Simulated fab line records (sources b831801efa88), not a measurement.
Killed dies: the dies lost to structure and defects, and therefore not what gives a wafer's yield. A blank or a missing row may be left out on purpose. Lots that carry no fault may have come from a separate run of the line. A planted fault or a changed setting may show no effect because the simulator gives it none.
Which tool is to blame?	flow gf180mcu	9 lots with 25 wafers sampled at 2 steps, on a route of 602 steps

## WHAT THE GAUGES SHOWED, per wafer
GF_LVPWELL_OVL_MEAS_07. Usual: for LVPWELL_OVL the level is 0.6 nm and the standard deviation is 1.3.
lot	measured	on	LVPWELL_OVL (nm)	flag
L135	day 3 20:14	overlay-01	0.7 1.3 0.7	
L136	day 4 04:19	overlay-02	1.0 0.8 0.7	
L143	day 5 21:02	overlay-01	0.9 -1.4	
L144	day 6 01:10	overlay-02	-0.5 -0.1	
L149	day 7 03:04	overlay-02	0.3 1.8 0.7	
L150	day 7 09:01	overlay-01	1.0 0.7 3.1	
L156	day 8 13:13	overlay-01	2.0 2.6 0.9	
L157	day 8 15:38	overlay-02	1.1 0.7 -0.6	
L158	day 8 19:52	overlay-02	1.4 0.5 -1.2	

## WHAT TOOL EACH LOT RAN ON (gives the tool, then ch and the chambers of the sampled wafers, and finally the start)
lot	GF_LVPWELL_DEHYDRATE_00
L135	litho track-04 ch 0, day 3 12:52
L136	litho track-04 ch 0, day 3 20:44
L143	litho track-04 ch 0, day 5 13:19
L144	litho track-04 ch 0, day 5 17:19
L149	litho track-01 ch 0, day 6 18:40
L150	litho track-01 ch 0, day 7 00:38
L156	litho track-01 ch 0, day 8 07:52
L157	litho track-02 ch 0, day 8 09:58
L158	litho track-01 ch 0, day 8 14:02
- GF_LVPWELL_DEHYDRATE_00: time 60 s.

## WHAT THE TOOLS THEMSELVES READ (means of the sampled wafers that have a number; where no wafer has one, the mark that the record gives instead)
GF_LVPWELL_DEHYDRATE_00. Usual: run length s at 89.13 s, with a standard deviation of 0.19.
lot	tool	run length s (s)	flag
L135	litho track-04	89.31	
L136	litho track-04	89.18	
L143	litho track-04	90.86	OFF
L144	litho track-04	92.14	OFF
L149	litho track-01	89.03	
L150	litho track-01	89.05	
L156	litho track-01	88.89	
L157	litho track-02	88.91	
L158	litho track-01	88.96	

## THE ANSWER, worked out from the rows above alone
Rule: a lot is off if the mean of its wafers that have a number lies more than 3 standard deviations from the usual mean. A lot without any number at a reading at which 4 lots or more have one is off too. All remaining lots with rows at the step are treated as sound. After the gauges, taken in route order, come the tools' own readings; for these a lot's mean is taken, as printed above. At the first step where some lot is off, the reading lying furthest off is the one used; lots without a number count as furthest.
Off: L143, L144, at GF_LVPWELL_DEHYDRATE_00 (run length s).
A tool fits if, at that step or a process step before it, it ran every lot that is off, and no sound lot after the first of them. One fits: GF_LVPWELL_DEHYDRATE_00 on litho track-04. A fault onset in the window from L136 (day 3 20:44, its last sound lot) to L143 (day 5 13:19, its first lot off) fits.
On the lots that are off, the tool's own readings at GF_LVPWELL_DEHYDRATE_00 differ by more than 5 times the standard deviation of the sound lots' means, which bears it out; run length s reads 91.50 s there versus 89.05 s on the sound lots.

## WHAT THE SIMULATOR HAD PUT IN
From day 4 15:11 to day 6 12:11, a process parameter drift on litho track-04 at GF_LVPWELL_DEHYDRATE_00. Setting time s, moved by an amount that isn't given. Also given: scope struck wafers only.
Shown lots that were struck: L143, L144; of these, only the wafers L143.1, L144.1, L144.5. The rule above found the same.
